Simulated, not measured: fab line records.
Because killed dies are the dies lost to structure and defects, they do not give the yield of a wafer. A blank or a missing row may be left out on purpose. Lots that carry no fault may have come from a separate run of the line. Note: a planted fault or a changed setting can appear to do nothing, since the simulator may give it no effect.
What tool caused it? + flow gf180mcu + 12 lots, 36 wafers sampled, at 5 steps of a route of 602

== WHAT EACH GAUGE READ, for each wafer ==
GF_HV_LDD_TW_MEAS_11. Usual: HV_LDD_TW gives 2397 (standard deviation 23).
| lot  | measured     | on            | HV_LDD_TW      | flag |
|------|--------------|---------------|----------------|------|
| L110 | day 9 20:35  | film metro-04 | 2434 2415 2432 |      |
| L111 | day 10 07:43 | film metro-01 | 2377 2373 2377 |      |
| L114 | day 11 06:40 | film metro-03 | 2378 2383 2384 |      |
| L116 | day 11 17:36 | film metro-03 | 2148 2162 2150 | OFF  |
| L119 | day 12 17:02 | film metro-03 | 2164 2171 2164 | OFF  |
| L126 | day 15 07:17 | film metro-03 | 2394 2399 2413 |      |
| L127 | day 15 20:11 | film metro-01 | 2376 2379 2367 |      |
| L128 | day 15 23:28 | film metro-01 | 2375 2373 2364 |      |
| L130 | day 16 09:38 | film metro-01 | 2370 2383 2380 |      |
| L131 | day 16 14:16 | film metro-01 | 2363 2367 2378 |      |
| L132 | day 16 22:18 | film metro-01 | 2387 2378 2379 |      |
| L133 | day 17 06:42 | film metro-03 | 2393 2380 2391 |      |

GF_HV_LDD_RS_MEAS_53: measurement is done with a four-point probe. Usual: HV_LDD_RS gives 419.8 ohm/sq (standard deviation 0.9).
| lot  | measured     | on            | HV_LDD_RS (ohm/sq) | flag |
|------|--------------|---------------|--------------------|------|
| L110 | day 12 05:16 | film metro-01 | 420.9 420.4 420.2  |      |
| L111 | day 12 17:09 | film metro-04 | 420.6 419.7 421.3  |      |
| L114 | day 13 14:53 | film metro-01 | 418.6 418.6 420.1  |      |
| L116 | day 14 03:22 | film metro-01 | 396.8 397.4 397.5  | OFF  |
| L119 | day 15 06:04 | film metro-04 | 399.8 397.7 399.1  | OFF  |
| L126 | day 18 05:49 | film metro-01 | 420.1 420.8 419.7  |      |
| L127 | day 18 19:02 | film metro-03 | 420.2 419.5 419.0  |      |
| L128 | day 18 21:13 | film metro-04 | 419.9 419.8 419.6  |      |
| L130 | day 19 08:18 | film metro-03 | 418.7 420.1 419.3  |      |
| L131 | day 19 14:15 | film metro-01 | 420.2 419.4 419.4  |      |
| L132 | day 19 22:41 | film metro-01 | 418.3 419.9 419.7  |      |
| L133 | day 20 10:18 | film metro-04 | 420.9 420.9 421.5  |      |

GF_V3_THK_MEAS_01. Usual: V3_CVD_00_THK gives 595 nm (standard deviation 6.3).
| lot  | measured     | on            | V3_CVD_00_THK (nm) | flag |
|------|--------------|---------------|--------------------|------|
| L110 | day 21 00:02 | film metro-04 | 603 605 611        |      |
| L111 | day 21 15:15 | film metro-02 | 590 601 596        |      |
| L114 | day 22 16:53 | film metro-04 | 589 592 586        |      |
| L116 | day 23 08:00 | film metro-04 | 601 600 603        |      |
| L119 | day 24 13:59 | film metro-04 | 587 592 600        |      |
| L126 | day 27 09:02 | film metro-02 | 595 589 592        |      |
| L127 | day 27 18:38 | film metro-04 | 590 595 591        |      |
| L128 | day 28 00:43 | film metro-02 | 600 600 607        |      |
| L130 | day 28 06:42 | film metro-03 | 586 589 586        |      |
| L131 | day 28 09:17 | film metro-02 | 600 602 601        |      |
| L132 | day 28 17:04 | film metro-04 | 598 593 599        |      |
| L133 | day 29 01:23 | film metro-02 | 593 588 582        |      |

== WHAT TOOL EACH LOT RAN ON (gives the tool, then ch and the chambers of the sampled wafers, and finally the start) ==
| lot  | GF_HV_LDD_IMPLANT_09            | GF_M3_SPUTTER_04             |
|------|---------------------------------|------------------------------|
| L110 | implanter-03 ch 0, day 9 20:21  | pvd sputter-04, day 19 22:29 |
| L111 | implanter-02 ch 0, day 10 07:29 | pvd sputter-04, day 20 13:47 |
| L114 | implanter-01 ch 0, day 11 06:27 | pvd sputter-02, day 21 16:28 |
| L116 | implanter-01 ch 0, day 11 17:23 | pvd sputter-04, day 22 08:07 |
| L119 | implanter-01 ch 0, day 12 16:45 | pvd sputter-01, day 23 14:53 |
| L126 | implanter-01 ch 0, day 15 07:03 | pvd sputter-04, day 26 11:22 |
| L127 | implanter-02 ch 0, day 15 19:57 | pvd sputter-04, day 26 22:17 |
| L128 | implanter-01 ch 0, day 15 23:13 | pvd sputter-02, day 27 03:14 |
| L130 | implanter-01 ch 0, day 16 09:24 | pvd sputter-01, day 27 10:04 |
| L131 | implanter-03 ch 0, day 16 14:01 | pvd sputter-04, day 27 13:16 |
| L132 | implanter-02 ch 0, day 16 22:06 | pvd sputter-02, day 27 20:51 |
| L133 | implanter-03 ch 0, day 17 06:27 | pvd sputter-04, day 28 05:14 |
- GF_HV_LDD_IMPLANT_09
- GF_M3_SPUTTER_04: material TiN, target thk 50 nm, time 41.7 s.

== WHAT THE TOOLS THEMSELVES READ (means of the sampled wafers that have a number; where no wafer has one, the mark that the record gives instead) ==
GF_HV_LDD_IMPLANT_09. Usual: tilt deg 6.998 degrees, standard deviation 0.019.
| lot  | tool         | tilt deg (degrees) | flag |
|------|--------------|--------------------|------|
| L110 | implanter-03 | 6.990              |      |
| L111 | implanter-02 | 6.990              |      |
| L114 | implanter-01 | 7.000              |      |
| L116 | implanter-01 | 0.003              | OFF  |
| L119 | implanter-01 | 0.013              | OFF  |
| L126 | implanter-01 | 6.978              |      |
| L127 | implanter-02 | 7.009              |      |
| L128 | implanter-01 | 7.011              |      |
| L130 | implanter-01 | 6.997              |      |
| L131 | implanter-03 | 6.988              |      |
| L132 | implanter-02 | 6.984              |      |
| L133 | implanter-03 | 7.003              |      |

GF_M3_SPUTTER_04. Usual: throttle valve pct at 29.3 %, with a standard deviation of 1.1.
| lot  | tool           | throttle valve pct (%) | flag |
|------|----------------|------------------------|------|
| L110 | pvd sputter-04 | 28.4                   |      |
| L111 | pvd sputter-04 | 28.1                   |      |
| L114 | pvd sputter-02 | 28.7                   |      |
| L116 | pvd sputter-04 | 28.4                   |      |
| L119 | pvd sputter-01 | 29.4                   |      |
| L126 | pvd sputter-04 | 29.1                   |      |
| L127 | pvd sputter-04 | 30.3                   |      |
| L128 | pvd sputter-02 | 29.5                   |      |
| L130 | pvd sputter-01 | 29.4                   |      |
| L131 | pvd sputter-04 | 28.4                   |      |
| L132 | pvd sputter-02 | 28.2                   |      |
| L133 | pvd sputter-04 | 30.3                   |      |

== THE ANSWER, worked out from the rows above alone ==
Rule: lot off if the mean of its wafers having a number is beyond 3 standard deviations from the usual mean. Also off: a lot with no number at a reading for which 4 or more lots have one. Any other lot the step has rows for is counted as sound. Order of review: gauges by route order, followed by the tools' own readings, for which a lot's mean as printed above is used. The first step at which some lot is off is used, and at that step the reading that is off furthest; a lot without a number counts as furthest.
Off: at GF_HV_LDD_TW_MEAS_11 (HV_LDD_TW), L116, L119.
A tool fits if, at a process step before that reading, it ran every lot that is off, and no sound lot after the first of them. Not tried: the gauges at GF_HV_LDD_TW_MEAS_11; whatever is off there is also off at GF_HV_LDD_RS_MEAS_53, on other tools, and gauge error can't account for it. Not one of the candidates tried fits.

== WHAT THE SIMULATOR PUT IN ==
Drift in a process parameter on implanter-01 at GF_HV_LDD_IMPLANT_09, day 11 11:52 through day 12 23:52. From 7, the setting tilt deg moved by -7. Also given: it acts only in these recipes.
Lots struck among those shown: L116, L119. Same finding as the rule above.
